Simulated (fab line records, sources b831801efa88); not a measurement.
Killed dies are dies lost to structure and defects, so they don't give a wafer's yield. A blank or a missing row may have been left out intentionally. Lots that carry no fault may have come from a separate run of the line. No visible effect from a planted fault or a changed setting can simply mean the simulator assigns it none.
Chamber matching :: flow sky130 :: SKY_VIA4_CMP_02 on cmp-01: 4 sister chambers
The step polishes SiO2. 8 wafers are shown with their chamber, then 8 later ones without.

== WAFERS, EACH WITH ITS CHAMBER ==
wafer: L771.4
chamber: 1
motor current A (A): 11.3
head pressure psi (psi): 4.002

wafer: L773.4
chamber: 1
motor current A (A): 11.0
head pressure psi (psi): 4.005

wafer: L775.3
chamber: 3
motor current A (A): 11.9
head pressure psi (psi): 3.994

wafer: L775.5
chamber: 2
motor current A (A): 12.5
head pressure psi (psi): 4.015

wafer: L777.1
chamber: 0
motor current A (A): 10.7
head pressure psi (psi): 3.981

wafer: L777.4
chamber: 2
motor current A (A): 13.1
head pressure psi (psi): 4.001

wafer: L777.5
chamber: 0
motor current A (A): 10.4
head pressure psi (psi): 4.007

wafer: L782.2
chamber: 3
motor current A (A): 12.1
head pressure psi (psi): 4.001

== WAFERS MISSING THEIR CHAMBER ==
wafer: L782.4
motor current A (A): 11.7
head pressure psi (psi): 3.976

wafer: L782.6
motor current A (A): 10.1
head pressure psi (psi): 4.006

wafer: L785.2
motor current A (A): 11.1
head pressure psi (psi): 3.993

wafer: L785.4
motor current A (A): 11.2
head pressure psi (psi): 3.999

wafer: L785.6
motor current A (A): 10.7
head pressure psi (psi): 3.999

wafer: L788.1
motor current A (A): 11.2
head pressure psi (psi): 4.006

wafer: L788.4
motor current A (A): 11.4
head pressure psi (psi): 4.002

wafer: L788.5
motor current A (A): 13.2
head pressure psi (psi): 4.004

== WHICH CHAMBER EACH ONE RAN IN ==
wafer: L782.4
from the rows above: can't be placed: 3 or 1
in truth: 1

wafer: L782.6
from the rows above: can't be placed: 0 or 1
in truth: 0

wafer: L785.2
from the rows above: can't be placed: 1 or 0
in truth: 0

wafer: L785.4
from the rows above: 1
in truth: 1

wafer: L785.6
from the rows above: can't be placed: 0 or 1
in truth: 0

wafer: L788.1
from the rows above: 1
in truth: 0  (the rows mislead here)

wafer: L788.4
from the rows above: can't be placed: 1 or 3
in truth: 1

wafer: L788.5
from the rows above: 2
in truth: 2
Correctly placed: 2 of 8. Cannot be placed on the basis of these rows: 5; the candidates contain the true chamber in 5. Number placed wrongly: 1.
How it was worked out, from the rows above alone: a wafer's distance from a chamber is the root of the sum, over the readings, of the square of ((its reading less the chamber's mean) divided by the reading's scatter). If the next closest chamber is less than 2 further off than the closest, the wafer can't be placed; otherwise it belongs to the closest. The mean given for a chamber averages the wafers shown for that chamber. The scatter: take each reading less its chamber's mean, square it, sum over the shown wafers, divide by the number of wafers less the number of chambers, and take the root.
